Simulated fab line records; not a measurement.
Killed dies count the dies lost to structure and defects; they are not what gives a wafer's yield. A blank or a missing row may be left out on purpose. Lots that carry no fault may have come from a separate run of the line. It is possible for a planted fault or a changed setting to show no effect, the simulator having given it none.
Split-lot study -- flow gf180mcu -- 5 lots, 23 wafers read, on a route of 602 steps

THE SPLIT
At GF_V2_SPUTTER_22 (material TiN, target thk 10 nm, time 40 s), the setting chamber_pressure_pa was moved away from the recipe's 5 Pa on 15 of the 23 wafers read, by -9.1% to +12.7%. The other wafers ran this setting at the recipe's value.

Reading taken at the split's own step.

THE READING
TiN_of_V2_SPUTTER_22.thk_nm (the simulator's own value, which no gauge read), in nm, at GF_V2_SPUTTER_22 (material TiN, target thk 10 nm, time 40 s). The file gives no usual value for it. Average 9.995 nm, standard deviation 0.15 nm, over the 8 wafers here run with the recipe.

wafer,"tool, chamber at the split","chamber_pressure_pa as run, Pa",against the recipe,"TiN_of_V2_SPUTTER_22.thk_nm, nm",against lot-mates on the recipe
L077.1,"pvd_sputter-04, -",4.714,-5.7%,10.6,no lot-mate on the recipe
L077.2,"pvd_sputter-04, -",4.714,-5.7%,10.47,no lot-mate on the recipe
L077.5,"pvd_sputter-04, -",4.714,-5.7%,10.47,no lot-mate on the recipe
L077.4,"pvd_sputter-04, -",4.714,-5.7%,10.54,no lot-mate on the recipe
L077.6,"pvd_sputter-04, -",4.714,-5.7%,10.39,no lot-mate on the recipe
L079.1,"pvd_sputter-04, -",5.636,+12.7%,9.159,no lot-mate on the recipe
L079.2,"pvd_sputter-04, -",5.636,+12.7%,8.891,no lot-mate on the recipe
L079.3,"pvd_sputter-04, -",5.636,+12.7%,8.886,no lot-mate on the recipe
L079.4,"pvd_sputter-04, -",5.636,+12.7%,8.956,no lot-mate on the recipe
L079.5,"pvd_sputter-04, -",5.636,+12.7%,8.917,no lot-mate on the recipe
L080.2,"pvd_sputter-04, -",5,recipe,10.16,-
L080.3,"pvd_sputter-04, -",5,recipe,10.07,-
L080.4,"pvd_sputter-04, -",5,recipe,10.04,-
L080.5,"pvd_sputter-04, -",5,recipe,10.23,-
L080.6,"pvd_sputter-04, -",5,recipe,9.974,-
L081.1,"pvd_sputter-01, -",4.546,-9.1%,10.78,no lot-mate on the recipe
L081.2,"pvd_sputter-01, -",4.546,-9.1%,10.79,no lot-mate on the recipe
L081.3,"pvd_sputter-01, -",4.546,-9.1%,10.7,no lot-mate on the recipe
L081.4,"pvd_sputter-01, -",4.546,-9.1%,10.55,no lot-mate on the recipe
L081.5,"pvd_sputter-01, -",4.546,-9.1%,10.76,no lot-mate on the recipe
L082.2,"pvd_sputter-04, -",5,recipe,9.818,-
L082.5,"pvd_sputter-04, -",5,recipe,9.891,-
L082.6,"pvd_sputter-04, -",5,recipe,9.781,-

FIT RESULTS
A straight line over all 23 wafers: TiN_of_V2_SPUTTER_22.thk_nm changes by -0.0814 nm for each +1% of chamber_pressure_pa; r = -0.98; the points scatter about the line by 0.12 nm.
Too few moved wafers with a lot-mate on the recipe to fit a line net of each lot's own level.

THE FILE'S OWN FIT
TiN_of_V2_SPUTTER_22.thk_nm changes by -0.0813 nm for each +1% of chamber_pressure_pa, r = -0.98.
